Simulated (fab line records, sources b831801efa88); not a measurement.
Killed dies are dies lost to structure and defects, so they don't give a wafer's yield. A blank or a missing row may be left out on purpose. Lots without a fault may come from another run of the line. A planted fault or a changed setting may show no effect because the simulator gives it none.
fab line records | flow sky130
record lots=24 wafers=72 last_day=51
route steps=708 shown FIELD_ISO@18 POLY_GATE@232 LI_CONTACT@374 VIA1@479 METAL5@675
lots that met no fault: from a run of the same line without faults
start_h: hours from the record's first day to the start of the lot's first wafer shown | wait_h: hours since the lot's step before | " the same as in the row above | L1.1+2: a row that stands for several wafers | - no value, or no start given | * or withheld: withheld | < > ~ a bound
route shown NAME@n: a module of which the file shows steps, and the number in the route of the first | usual: mean/standard deviation of fault-free wafers | same: alike in all rows | chamber/n: place in a boat | sites: the reading at each site | _std_site: their standard deviation | _edge_site: outer sites' mean less inner sites' | radius_mm: how far each site lies from the wafer's centre | mask NAME#n: copy n | behind: the tool/chamber that last shaped the wafer | hold: why the lot was held/for how many hours/how that ended | device: the transistor (n, p or np) that didn't switch | end of line: the same wafers' tests at the end of the route | a step without rows: its recipe alone | killed: dies lost to structure and defects at the first sort, not the wafer's yield | map: a wafer's dies, x killed, . not, _ none there
set.NAME: the setting as run; set.NAME@STEP: as run at that earlier step | model.NAME: the simulator's own value behind a step, which no gauge read
steps of the route over a sample of lots; a table a step, a row a wafer
services: from which hour (start_h, from the record's first day; less than 0 if before it) a tool's chamber was out of use, for how many hours, and why
## steps
# step SKY_FIELD_ISO_ETCH_17
# recipe target_depth_a=3420 mask_material=Si3N4 chemistry=HBr/Cl2/O2 target=Si taper_deg=5 icp_w=600 bias_w=150 pressure_mtorr=15 HBr_flow_sccm=150 Cl2_flow_sccm=40 O2_flow_sccm=6 time_s=97.7
# usual drypump_motor_current_A=5.9/0.4 oes_product_au=1.004/0.016 throttle_valve_pct=25.655/0.014
# columns lot.wafer tool chamber start_h wait_h drypump_motor_current_A oes_product_au rf_hours_counter_h throttle_valve_pct
L074.2 rie_si-01 1 29.04 0.1 5.0 1.006 1 25.648
L074.3 " 3 " " 6.3 1.026 20 25.641
L074.4 " 2 " " 5.9 1.016 99 25.678
L075.3 rie_si-01 3 36.84 0.0 6.3 1.032 20 25.642
L075.4 " 2 " " 5.9 1.030 99 25.635
L075.6 " 1 " " 5.0 0.997 - 25.668
L076.2 rie_si-02 1 45.78 0.1 5.8 0.989 27 25.658
L076.5 " 2 " " 5.9 0.988 - 25.666
L076.6 " 3 " " 5.9 1.004 - 25.672
L077.1 rie_si-01 3 45.91 0.1 6.3 1.020 21 25.651
L077.2 " 2 " " 5.9 1.017 99 25.654
L077.3 " 1 " " 5.0 0.991 1 25.669
L078.1 rie_si-01 2 56.08 0.1 5.9 1.017 99 25.640
L078.4 " 1 " " 5.0 0.992 1 25.663
L078.5 " 3 " " 6.4 1.018 - 25.652
L079.1 rie_si-02 2 59.39 0.1 5.9 0.978 4 25.656
L079.5 " 3 " " 6.0 1.012 - 25.661
L079.6 " 0 " " 6.3 0.984 - 25.673
L080.3 rie_si-01 0 62.51 0.0 5.9 1.003 15 25.664
L080.4 " 3 " " 6.3 1.017 21 25.636
L080.6 " 0 " " 5.9 0.994 - 25.665
L081.1 rie_si-01 2 68.31 0.1 5.9 1.033 99 25.630
L081.4 " 3 " " 6.3 1.024 21 25.646
L081.6 " 3 " " 6.3 1.014 - 25.644
L082.1 rie_si-02 1 72.33 0.1 5.7 0.991 27 25.655
L082.2 " 3 " " 5.8 1.012 1 25.644
L082.6 " 1 " " 5.8 0.992 - 25.652
L083.1 rie_si-01 1 76.91 0.1 5.0 0.980 1 25.669
L083.2 " 0 " " 5.9 1.002 15 25.655
L083.6 " 1 " " 5.0 0.996 - 25.659
L084.2 rie_si-02 1 82.18 0.1 5.7 0.974 27 25.661
L084.3 " 3 " " 5.9 1.012 1 25.630
L084.4 " 3 " " 6.0 1.013 - 25.649
L085.2 rie_si-01 1 87.81 0.1 5.0 0.995 1 25.663
L085.3 " 3 " " 6.3 1.025 21 25.661
L085.5 " 2 " " 5.8 1.030 - 25.629
L086.4 rie_si-02 2 95.14 0.0 5.9 0.987 4 25.668
L086.5 " 0 " " 6.3 0.995 - 25.663
L086.6 " 1 " " 5.7 0.986 - 25.673
L087.1 rie_si-02 1 98.63 0.1 5.8 0.991 28 25.665
L087.4 " 0 " " 6.3 1.000 13 25.666
L087.5 " 3 " " 5.9 1.016 - 25.653
L088.1 rie_si-01 3 104.28 0.1 6.3 1.024 21 25.653
L088.3 " 2 " " 5.8 1.040 99 25.635
L088.4 " 1 " " 5.0 1.001 1 25.650
L089.1 rie_si-01 1 109.14 0.1 5.0 1.001 1 25.662
L089.5 " 3 " " 6.3 1.030 - 25.633
L089.6 " 0 " " 5.9 0.990 - 25.665
L090.3 rie_si-01 0 114.84 0.0 5.9 0.998 15 25.651
L090.4 " 2 " " 5.9 1.025 100 25.656
L090.5 " 0 " " 5.9 0.996 - 25.658
L091.2 rie_si-02 2 119.14 0.1 5.9 1.000 4 25.659
L091.3 " 0 " " 6.3 1.007 13 25.658
L091.5 " 2 " " 5.9 0.997 - 25.647
L092.1 rie_si-02 0 125.03 0.1 6.3 0.987 13 25.663
L092.2 " 1 " " 5.8 0.991 28 25.703
L092.6 " 1 " " 5.8 0.980 - 25.683
L093.1 rie_si-01 3 129.93 0.1 6.3 1.015 21 25.652
L093.5 " 3 " " 6.3 1.022 - 25.639
L093.6 " 0 " " 5.9 1.001 - 25.656
L094.2 rie_si-01 0 135.39 0.1 5.9 0.990 16 25.680
L094.4 " 2 " " 5.8 1.023 100 25.635
L094.5 " 3 " " 6.3 1.017 - 25.637
L095.1 rie_si-01 0 139.71 0.1 5.9 1.008 16 25.647
L095.2 " 3 " " 6.4 1.016 21 25.653
L095.4 " 1 " " 5.0 1.001 2 25.649
L096.1 rie_si-02 1 144.13 0.1 5.7 0.985 28 25.678
L096.2 " 2 " " 5.9 0.991 4 25.663
L096.5 " 0 " " 6.3 0.997 - 25.668
L097.1 rie_si-01 2 149.96 0.1 5.9 1.024 100 25.630
L097.2 " 3 " " 6.3 1.021 22 25.648
L097.4 " 3 " " 6.3 1.012 - 25.653
# step SKY_POLY_GATE_STRIP_18
# recipe chemistry=O2/N2 power_w=1400 pressure_mtorr=1500 platen_temp_c=withheld o2_flow_sccm=3000 n2_flow_sccm=300 overash_fraction=0.5
# usual drypump_motor_current_A=5.7/0.47 o2_flow_sccm=2999/10 oes_product_au=0.360/0.0054 strip_time_to_endpoint_s=3.15/0.038
# columns lot.wafer tool chamber start_h wait_h drypump_motor_current_A o2_flow_sccm oes_product_au rf_hours_counter_h strip_time_to_endpoint_s
L074.2 plasma_asher-03 1 398.03 0.0 6.8 3017 0.355 58 3.11
L074.3 " 1 " " 6.8 3008 0.353 - 3.12
L074.4 " 0 " " 5.9 2999 0.355 - 3.14
L075.3 plasma_asher-01 0 403.21 0.1 5.1 2997 0.367 - 3.07
L075.4 " 1 " " 5.6 2991 0.364 - 3.14
L075.6 " 0 " " 5.1 3001 0.350 - 3.08
L077.1 plasma_asher-03 1 411.68 0.0 6.8 2998 0.359 59 3.09
L077.2 " 0 " " 5.9 3007 0.357 59 3.07
L077.3 " 0 " " 5.9 2999 0.345 - 3.07
L076.2 plasma_asher-02 1 417.18 0.0 5.9 3016 0.368 67 3.19
L076.5 " 1 " " 5.9 3007 0.363 - 3.15
L076.6 " 0 " " 5.5 2980 0.362 - 3.18
L078.1 plasma_asher-01 0 426.78 0.0 5.1 2982 0.367 30 3.10
L078.4 " 0 " " 5.1 2993 0.365 - 3.14
L078.5 " 1 " " 5.6 2991 0.363 - 3.12
L079.1 plasma_asher-02 1 437.83 0.0 5.9 3009 0.361 1 3.16
L079.5 " 1 " " 5.9 3003 0.368 - 3.21
L079.6 " 0 " " 5.5 3010 0.359 - 3.18
L080.3 plasma_asher-02 0 444.31 0.1 5.4 2990 0.364 - 3.12
L080.4 " 1 " " 6.0 3001 0.363 - 3.18
L080.6 " 1 " " 5.9 2997 0.351 - 3.10
L081.1 plasma_asher-01 0 449.69 0.0 5.1 2987 0.350 32 3.11
L081.4 " 0 " " 5.1 2987 0.361 - 3.12
L081.6 " 0 " " 5.1 3004 0.357 - 3.18
L082.1 plasma_asher-01 1 457.98 0.0 5.6 2994 0.363 33 3.18
L082.2 " 0 " " 5.1 2992 0.358 33 3.12
L082.6 " 0 " " 5.1 2973 0.362 - 3.16
L083.1 plasma_asher-01 0 473.50 0.0 5.1 3005 0.368 35 3.19
L083.2 " 1 " " 5.6 2989 0.359 35 3.20
L083.6 " 1 " " 5.6 2997 0.364 - 3.21
L084.2 plasma_asher-01 0 484.08 0.0 5.1 3013 0.355 36 3.14
L084.3 " 0 " " 5.1 3013 0.358 - 3.12
L084.4 " 1 " " 5.5 3009 0.361 - 3.14
L085.2 plasma_asher-01 0 495.18 0.0 5.1 3010 0.349 37 3.12
L085.3 " 0 " " 5.1 3013 0.371 - 3.15
L085.5 " 0 " " 5.1 3002 0.365 - 3.15
L086.4 plasma_asher-02 0 507.81 0.1 5.5 2999 0.368 - 3.15
L086.5 " 1 " " 5.9 3002 0.356 - 3.10
L086.6 " 0 " " 5.5 3007 0.358 - 3.14
L087.1 plasma_asher-02 1 513.45 0.0 5.9 3004 0.361 7 3.14
L087.4 " 0 " " 5.5 2997 0.369 - 3.15
L087.5 " 0 " " 5.4 3010 0.356 - 3.17
L088.1 plasma_asher-02 1 521.95 0.0 6.0 2985 0.360 8 3.10
L088.3 " 0 " " 5.5 3007 0.355 - 3.13
L088.4 " 1 " " 5.9 3000 0.358 - 3.14
L089.1 plasma_asher-02 0 527.18 0.0 5.5 3005 0.360 8 3.12
L089.5 " 1 " " 5.9 2989 0.369 - 3.16
L089.6 " 0 " " 5.5 3003 0.363 - 3.13
L090.3 plasma_asher-03 0 533.73 0.1 5.9 2980 0.362 - 3.18
L090.4 " 1 " " 6.8 3006 0.361 - 3.14
L090.5 " 0 " " 5.9 2987 0.365 - 3.16
L091.2 plasma_asher-03 1 537.75 0.0 6.8 3000 0.356 72 3.13
L091.3 " 0 " " 5.9 2986 0.369 - 3.19
L091.5 " 1 " " 6.8 3003 0.366 - 3.17
L092.1 plasma_asher-02 0 548.53 0.0 5.5 3003 0.363 10 3.16
L092.2 " 1 " " 5.9 3017 0.355 10 3.18
L092.6 " 1 " " 5.9 3014 0.369 - 3.19
L093.1 plasma_asher-02 1 555.78 0.0 5.9 3005 0.358 11 3.20
L093.5 " 1 " " 5.9 3001 0.362 - 3.12
L093.6 " 0 " " 5.5 2994 0.361 - 3.20
L094.2 plasma_asher-01 0 558.33 0.0 5.1 2999 0.359 44 3.12
L094.4 " 0 " " 5.1 2983 0.359 - 3.07
L094.5 " 1 " " 5.6 3003 0.362 - 3.14
L096.1 plasma_asher-02 0 571.73 0.0 5.5 3018 0.366 13 3.16
L096.2 " 1 " " 5.9 2992 0.355 13 3.16
L096.5 " 1 " " 5.9 2993 0.361 - 3.18
L095.1 plasma_asher-03 1 574.70 0.0 6.8 3009 0.352 76 3.11
L095.2 " 0 " " 5.9 2995 0.349 76 3.14
L095.4 " 0 " " 5.9 2996 0.368 - 3.25
L097.1 plasma_asher-02 0 582.13 0.0 5.5 3000 0.366 14 3.21
L097.2 " 1 " " 5.9 2985 0.361 14 3.15
L097.4 " 0 " " 5.5 3006 0.361 - 3.17
# step SKY_LI_CONTACT_CD_MEAS_12
# recipe target_cd_nm=170
# usual cd_nm=169.6/1.4
# columns lot.wafer tool chamber start_h wait_h cd_nm
L074.2 cd_sem-02 - 710.19 - 169.7
L074.3 " - " " 171.2
L074.4 " - " " 171.1
L075.3 cd_sem-01 - 713.05 - 167.9
L075.4 " - " " 168.7
L075.6 " - " " 167.2
L077.1 cd_sem-01 - 724.18 - 171.5
L077.2 " - " " 171.5
L077.3 " - " " 171.9
L076.2 cd_sem-01 - 727.64 - 171.2
L076.5 " - " " 172.7
L076.6 " - " " 171.6
L078.1 cd_sem-02 - 733.28 - 168.1
L078.4 " - " " 169.5
L078.5 " - " " 169.2
L079.1 cd_sem-02 - 744.41 - 168.3
L079.5 " - " " 167.9
L079.6 " - " " 169.4
L080.3 cd_sem-01 - 754.21 - 171.0
L080.4 " - " " 172.2
L080.6 " - " " 172.2
L081.1 cd_sem-02 - 759.74 - 169.5
L081.4 " - " " 168.5
L081.6 " - " " 170.5
L082.1 cd_sem-01 - 764.51 - 167.2
L082.2 " - " " 168.5
L082.6 " - " " 168.4
L083.1 cd_sem-01 - 775.73 - 169.1
L083.2 " - " " 170.4
L083.6 " - " " 169.9
L084.2 cd_sem-01 - 785.34 - 172.0
L084.3 " - " " 168.9
L084.4 " - " " 168.4
L085.2 cd_sem-02 - 792.83 - 166.8
L085.3 " - " " 168.5
L085.5 " - " " 168.3
L086.4 cd_sem-02 - 805.48 - 169.8
L086.5 " - " " 167.9
L086.6 " - " " 168.8
L087.1 cd_sem-02 - 812.33 - 169.0
L087.4 " - " " 168.1
L087.5 " - " " 169.2
L088.1 cd_sem-01 - 819.07 - 168.6
L088.3 " - " " 169.7
L088.4 " - " " 169.5
L089.1 cd_sem-01 - 822.38 - 170.1
L089.5 " - " " 170.5
L089.6 " - " " 170.2
L090.3 cd_sem-02 - 826.07 - 168.6
L090.4 " - " " 168.6
L090.5 " - " " 168.4
L091.2 cd_sem-01 - 831.48 - 169.9
L091.3 " - " " 169.6
L091.5 " - " " 168.3
L092.1 cd_sem-01 - 843.11 - 169.0
L092.2 " - " " 168.7
L092.6 " - " " 169.2
L093.1 cd_sem-02 - 846.83 - 168.3
L093.5 " - " " 168.3
L093.6 " - " " 168.7
L094.2 cd_sem-02 - 850.69 - 171.0
L094.4 " - " " 171.5
L094.5 " - " " 171.2
L096.1 cd_sem-01 - 862.22 - 169.3
L096.2 " - " " 167.7
L096.5 " - " " 169.8
L095.1 cd_sem-02 - 866.86 - 170.7
L095.2 " - " " 171.4
L095.4 " - " " 171.3
L097.1 cd_sem-01 - 870.43 - 169.2
L097.2 " - " " 168.8
L097.4 " - " " 169.7
# step SKY_VIA1_CVD_21
# recipe material=W target_thk_nm=270 time_s=80.902 temp_c=400 pressure_torr=40
# usual heater_power_w=823/60
# columns lot.wafer tool chamber start_h wait_h heater_power_w
L074.2 cvd_w-01 1 827.65 0.0 893
L074.3 " 0 " " 779
L074.4 " 1 " " 883
L075.3 cvd_w-01 1 829.30 0.1 882
L075.4 " 0 " " 778
L075.6 " 0 " " 735
L077.1 cvd_w-01 0 841.68 0.0 748
L077.2 " 1 " " 891
L077.3 " 0 " " 750
L076.2 cvd_w-01 0 846.66 0.0 753
L076.5 " 1 " " 889
L076.6 " 0 " " 743
L078.1 cvd_w-01 1 850.58 0.0 889
L078.4 " 1 " " 908
L078.5 " 1 " " 883
L079.1 cvd_w-02 0 859.95 0.0 863
L079.5 " 0 " " 890
L079.6 " 1 " " 767
L080.3 cvd_w-01 1 870.22 0.1 897
L080.4 " 0 " " 754
L080.6 " 1 " " 870
L081.1 cvd_w-01 1 875.35 0.0 881
L081.4 " 0 " " 738
L081.6 " 1 " " 895
L082.1 cvd_w-01 0 880.15 0.0 763
L082.2 " 1 " " 874
L082.6 " 0 " " 778
L083.1 cvd_w-01 0 891.28 0.0 758
L083.2 " 1 " " 910
L083.6 " 0 " " 755
L084.2 cvd_w-01 1 897.92 0.0 876
L084.3 " 1 " " 879
L084.4 " 0 " " 786
L085.2 cvd_w-02 0 905.93 0.0 883
L085.3 " 1 " " 770
L085.5 " 1 " " 785
L086.4 cvd_w-01 0 919.44 0.1 744
L086.5 " 1 " " 872
L086.6 " 0 " " 740
L087.1 cvd_w-02 0 925.05 0.0 876
L087.4 " 0 " " 878
L087.5 " 1 " " 801
L088.1 cvd_w-01 0 932.85 0.0 746
L088.3 " 1 " " 889
L088.4 " 0 " " 759
L089.1 cvd_w-02 1 936.56 0.0 799
L089.5 " 0 " " 860
L089.6 " 1 " " 805
L090.3 cvd_w-01 1 937.75 0.1 885
L090.4 " 0 " " 745
L090.5 " 0 " " 750
L091.2 cvd_w-02 0 943.02 0.0 850
L091.3 " 0 " " 871
L091.5 " 1 " " 805
L092.1 cvd_w-02 1 953.42 0.0 779
L092.2 " 0 " " 869
L092.6 " 0 " " 883
L093.1 cvd_w-01 0 958.23 0.0 755
L093.5 " 0 " " 770
L093.6 " 1 " " 881
L094.2 cvd_w-02 1 960.64 0.0 792
L094.4 " 1 " " 785
L094.5 " 1 " " 793
L096.1 cvd_w-01 0 969.86 0.0 732
L096.2 " 1 " " 881
L096.5 " 0 " " 739
L095.1 cvd_w-01 0 975.59 0.0 760
L095.2 " 1 " " 866
L095.4 " 0 " " 757
L097.1 cvd_w-01 1 979.92 0.0 861
L097.2 " 0 " " 734
L097.4 " 1 " " 902
# step SKY_VIA1_CMP_24
# recipe stop_on=SiO2 t_overpolish_s=15 down_force_psi=3.5 platen_rpm=60 target_thk_nm=0 pad_velocity_m_s=0.94248
# usual motor_current_A=10.5/0.68 overpolish_run_s=15.000/0.0097 time_to_endpoint_s=65/3.3
# columns lot.wafer tool chamber start_h wait_h motor_current_A overpolish_run_s time_to_endpoint_s
L074.4 cmp-01 2 827.97 0.1 9.8 14.995 60
L074.3 " 3 " " 11.8 14.999 66
L074.2 " 0 " " 10.2 15.012 62
L075.4 cmp-02 1 829.54 0.0 10.8 14.995 68
L075.3 " 0 " " 9.3 14.994 67
L075.6 " 2 " " 10.1 15.015 72
L077.1 cmp-01 0 841.95 0.1 10.8 15.009 64
L077.2 " 1 " " 11.0 14.992 65
L077.3 " 3 " " 11.8 15.010 67
L076.2 cmp-02 3 846.98 0.1 10.8 15.008 65
L076.5 " 2 " " 10.3 15.000 66
L076.6 " 3 " " 10.5 14.988 65
L078.1 cmp-01 3 851.04 0.2 12.1 14.995 65
L078.4 " 0 " " 11.0 14.990 60
L078.5 " 1 " " 10.8 14.992 64
L079.1 cmp-02 1 860.37 0.2 10.5 14.997 64
L079.6 " 2 " " 9.9 15.006 66
L079.5 " 3 " " 10.2 15.010 62
L080.3 cmp-01 0 870.52 0.1 11.1 15.002 64
L080.4 " 1 " " 10.9 15.009 70
L080.6 " 0 " " 10.8 14.990 62
L081.4 cmp-02 3 875.68 0.1 10.4 15.002 69
L081.1 " 0 " " 9.5 15.008 68
L081.6 " 3 " " 10.4 14.990 67
L082.1 cmp-01 0 880.43 0.1 10.8 14.997 65
L082.2 " 3 " " 11.8 15.006 65
L082.6 " 1 " " 10.3 14.985 72
L083.1 cmp-02 3 891.60 0.1 11.0 15.001 62
L083.2 " 0 " " 9.0 15.002 63
L083.6 " 3 " " 10.7 15.002 62
L084.2 cmp-02 2 898.19 0.0 9.8 15.006 62
L084.3 " 0 " " 10.0 15.003 60
L084.4 " 1 " " 10.5 15.014 60
L085.2 cmp-02 2 906.21 0.0 10.1 14.997 65
L085.3 " 1 " " 10.7 14.998 64
L085.5 " 2 " " 9.8 14.984 64
L086.4 cmp-02 3 919.78 0.1 10.1 15.006 66
L086.6 " 1 " " 10.2 14.999 66
L086.5 " 2 " " 9.8 14.991 66
L087.1 cmp-02 0 925.42 0.1 9.9 15.015 64
L087.4 " 1 " " 10.6 14.992 64
L087.5 " 3 " " 10.4 14.992 64
L088.1 cmp-01 2 933.18 0.1 10.5 15.003 60
L088.4 " 3 " " 11.8 15.004 67
L088.3 " 0 " " 10.6 14.990 61
L089.1 cmp-01 3 936.94 0.1 11.2 14.990 69
L089.5 " 1 " " 10.9 14.982 67
L089.6 " 2 " " 10.4 14.980 61
L090.4 cmp-01 3 937.99 0.0 11.6 15.008 70
L090.3 " 1 " " 11.0 15.003 71
L090.5 " 0 " " 10.9 14.994 63
L091.3 cmp-02 3 943.35 0.1 10.6 14.994 65
L091.2 " 1 " " 10.9 14.989 64
L091.5 " 2 " " 10.1 14.993 71
L092.1 cmp-01 2 953.69 0.1 10.1 15.011 62
L092.2 " 0 " " 10.5 15.022 66
L092.6 " 3 " " 11.7 14.983 65
L093.1 cmp-01 1 958.55 0.1 11.0 15.013 72
L093.6 " 0 " " 10.9 15.004 64
L093.5 " 1 " " 10.5 14.979 69
L094.2 cmp-02 2 960.96 0.1 10.2 15.009 67
L094.4 " 3 " " 10.5 15.010 64
L094.5 " 1 " " 10.7 15.002 65
L096.1 cmp-01 0 970.18 0.1 10.8 15.001 65
L096.2 " 2 " " 9.8 15.000 63
L096.5 " 0 " " 10.6 14.997 62
L095.4 cmp-01 1 975.86 0.0 11.0 14.998 70
L095.2 " 3 " " 11.9 15.022 66
L095.1 " 0 " " 10.5 15.013 62
L097.2 cmp-01 0 980.20 0.0 10.7 15.024 65
L097.1 " 1 " " 10.6 15.000 67
L097.4 " 3 " " 12.1 14.991 67
# step SKY_METAL5_DESCUM_14
# recipe chemistry=O2 source_power_w=150 bias_power_w=0 pressure_mtorr=10 temp_c=40 time_s=11
# usual drypump_motor_current_A=5.4/0.67 oes_product_au=1.001/0.0087
# columns lot.wafer tool chamber start_h wait_h drypump_motor_current_A oes_product_au rf_hours_counter_h
L074.2 rie_metal-02 0 1054.96 0.1 4.9 0.999 9
L074.3 " 1 " " 6.1 0.984 -
L074.4 " 0 " " 4.9 1.000 -
L075.3 rie_metal-01 1 1057.34 0.1 4.7 1.004 -
L075.4 " 0 " " 6.3 1.002 -
L075.6 " 0 " " 6.3 1.016 -
L077.1 rie_metal-02 0 1067.51 0.1 4.9 1.001 10
L077.2 " 1 " " 6.1 0.991 8
L077.3 " 1 " " 6.1 0.996 -
L076.2 rie_metal-01 0 1070.22 0.1 6.3 1.004 20
L076.5 " 1 " " 4.7 0.994 -
L076.6 " 0 " " 6.3 1.003 -
L078.1 rie_metal-03 1 1073.14 0.1 5.0 0.995 11
L078.4 " 0 " " 5.3 1.000 -
L078.5 " 1 " " 5.0 0.985 -
L079.1 rie_metal-03 1 1082.59 0.1 4.9 0.993 11
L079.5 " 1 " " 4.9 1.000 -
L079.6 " 0 " " 5.3 1.004 -
L080.3 rie_metal-02 0 1092.07 0.1 5.0 1.010 -
L080.4 " 1 " " 6.1 0.990 -
L080.6 " 1 " " 6.1 0.998 -
L081.1 rie_metal-03 0 1093.47 0.1 5.3 1.007 14
L081.4 " 1 " " 4.9 1.003 -
L081.6 " 1 " " 4.9 0.994 -
L082.1 rie_metal-02 1 1099.41 0.1 6.1 0.985 10
L082.2 " 0 " " 4.9 1.000 12
L082.6 " 0 " " 5.0 1.006 -
L083.1 rie_metal-03 1 1107.61 0.1 4.9 0.994 13
L083.2 " 0 " " 5.3 0.997 15
L083.6 " 0 " " 5.3 1.004 -
L084.2 rie_metal-01 0 1121.01 0.1 6.3 0.999 22
L084.3 " 0 " " 6.3 1.011 -
L084.4 " 1 " " 4.7 0.991 -
L085.2 rie_metal-01 1 1121.31 0.1 4.7 0.997 10
L085.3 " 1 " " 4.7 0.999 -
L085.5 " 0 " " 6.3 1.011 -
L086.4 rie_metal-01 0 1130.69 0.1 6.4 1.026 -
L086.5 " 1 " " 4.7 0.998 -
L086.6 " 0 " " 6.3 1.007 -
L087.1 rie_metal-02 1 1134.26 0.1 6.1 1.001 13
L087.4 " 0 " " 4.9 1.007 -
L087.5 " 0 " " 5.0 1.011 -
L088.1 rie_metal-02 1 1138.84 0.1 6.1 0.993 14
L088.3 " 0 " " 4.9 1.001 -
L088.4 " 1 " " 6.1 0.999 -
L089.1 rie_metal-01 1 1143.98 0.1 4.7 0.991 12
L089.5 " 1 " " 4.7 1.007 -
L089.6 " 0 " " 6.3 1.012 -
L090.3 rie_metal-01 1 1145.10 0.1 4.7 1.007 -
L090.4 " 0 " " 6.3 1.019 -
L090.5 " 0 " " 6.3 1.016 -
L091.2 rie_metal-01 0 1148.63 0.1 6.3 1.010 25
L091.3 " 0 " " 6.3 1.014 -
L091.5 " 0 " " 6.3 1.009 -
L092.1 rie_metal-02 1 1156.13 0.1 6.1 0.995 15
L092.2 " 0 " " 4.9 1.004 17
L092.6 " 0 " " 5.0 1.010 -
L093.1 rie_metal-01 1 1160.86 0.1 4.7 0.999 13
L093.5 " 0 " " 6.3 1.010 -
L093.6 " 1 " " 4.7 1.001 -
L094.2 rie_metal-03 1 1162.63 0.1 4.9 0.994 17
L094.4 " 0 " " 5.3 0.987 -
L094.5 " 1 " " 4.9 0.996 -
L096.1 rie_metal-03 0 1169.59 0.1 5.3 1.006 19
L096.2 " 1 " " 5.0 1.001 18
L096.5 " 1 " " 4.9 1.003 -
L095.1 rie_metal-01 0 1173.41 0.1 6.3 0.998 27
L095.2 " 1 " " 4.7 0.997 14
L095.4 " 1 " " 4.7 0.986 -
L097.1 rie_metal-01 0 1175.28 0.1 6.3 1.020 27
L097.2 " 1 " " 4.7 1.000 15
L097.4 " 0 " " 6.3 1.007 -
## services
# columns tool chamber start_h hours kind
cvd_w-01 0 101.07 11.9 repair
cvd_w-01 - 132.67 4.3 pm
rie_si-01 0 148.15 4.1 repair
rie_si-01 0 186.12 2.0 repair
cvd_w-01 - 228.81 1.7 repair
rie_si-01 - 232.01 2.8 pm
cvd_w-01 - 286.49 6.9 pm
cvd_w-01 0 360.97 12.3 repair
cvd_w-01 - 404.00 2.8 pm
cvd_w-01 - 435.10 14.6 pm
cvd_w-01 - 462.34 0.4 repair
cvd_w-01 - 524.34 0.6 repair
cvd_w-01 0 629.50 2.3 repair
cvd_w-01 - 683.98 3.8 pm
cvd_w-01 1 762.57 9.7 repair
cvd_w-01 - 799.18 0.8 repair
cvd_w-01 1 812.49 4.5 repair
cvd_w-01 1 837.99 3.3 repair
cvd_w-01 0 851.19 5.7 repair
cvd_w-01 - 904.00 14.0 pm
cvd_w-01 - 931.59 0.4 repair
cvd_w-01 1 1000.32 14.1 repair
cvd_w-01 1 1140.14 1.8 repair
cvd_w-01 1 1171.73 11.5 repair
## key
fault none
